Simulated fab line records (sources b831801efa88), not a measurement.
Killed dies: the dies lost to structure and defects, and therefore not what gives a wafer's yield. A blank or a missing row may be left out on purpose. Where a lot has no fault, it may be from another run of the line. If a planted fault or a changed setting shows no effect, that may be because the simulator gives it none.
Struck lot and sound lot, side by side | flow gf180mcu | 14 steps out of a route of 602
Sound: these wafers, L990.1, L990.4, L990.6. The struck wafers were L104.1, L104.3, L104.4. At the end, the cause is stated.
For every step that has rows: the tool of each side, followed by ch and its chambers, followed by its first start. Under that, the readings that differ: sound wafers | struck wafers | difference of the means | sigmas: that difference in standard deviations of wafers without a fault.
alike: readings whose means differ by less than 2 such deviations, and words and numbers that are the same on both sides. not compared: withheld readings, readings that some wafer has no value for, bounds like >300 that may hide the same value, and numbers for which the record gives no deviation and whose values overlap.
A row with sigmas, a row that says differs or no value, or rows on one side alone: a step with any of these is where the two part. When numbers do not overlap yet have no deviation, they are printed without sigmas and do not part them. Lack of a reading on every wafer of one side parts them only where that side has two or more wafers.

first, 1 step without rows for these wafers: GF_V4_CVD_00 (deposits SiO2, target thk 600 nm, time 100 s).
GF_V4_THK_MEAS_01:
  sound on film metro-01 at day 23 01:18; struck on film metro-02 at day 28 09:06
  alike: V4_CVD_00_THK
GF_V4_CVD_02: deposits SiO2 from TEOS, target thk 850 nm, time 94.851 s.
  sound on pecvd-01 ch 0,2, day 23 01:22; struck on pecvd-01 ch 0,1,2, day 28 09:10
  alike: heater power w
GF_V4_THK_MEAS_03:
  sound on film metro-02 at day 23 01:26; struck on film metro-03 at day 28 09:14
  alike: V4_CVD_02_THK
GF_V4_CMP_04: polishes SiO2.
  sound on cmp-02 ch 0,3, day 23 01:29; struck on cmp-02 ch 0,1,3, day 28 09:20
  alike: motor current A, time to endpoint s
GF_V4_BOW_MEAS_05:
  sound on film metro-02 at day 23 01:47; struck on film metro-02 at day 28 09:35
  alike: V4_BOW
then, 6 steps without rows for these wafers: GF_V4_DEHYDRATE_06 (time 60 s); GF_V4_HMDS_07 (prime time 60 s); GF_V4_COAT_08; GF_V4_COAT_09 (resist thk 1000 nm); GF_V4_SOFTBAKE_10 (time 60 s); GF_V4_EXPOSE_11 (exposes mask Via4, target cd 260 nm).
GF_V4_PEB_12: peb time 90 s.
  sound on litho track-02 ch 0, day 24 00:24; struck on litho track-01, day 29 03:55
  no value came back on the struck wafers for chill plate temp C (C), exhaust pa (Pa); on the sound wafers chill plate temp C (C) reads 23.21 22.99 22.98
then, 1 step without rows for these wafers: GF_V4_DEVELOP_13 (develop time 60 s).

## WHERE THEY PART
At GF_V4_PEB_12 and nowhere else, as far as this record goes.

WHY: what had been put in by the simulator
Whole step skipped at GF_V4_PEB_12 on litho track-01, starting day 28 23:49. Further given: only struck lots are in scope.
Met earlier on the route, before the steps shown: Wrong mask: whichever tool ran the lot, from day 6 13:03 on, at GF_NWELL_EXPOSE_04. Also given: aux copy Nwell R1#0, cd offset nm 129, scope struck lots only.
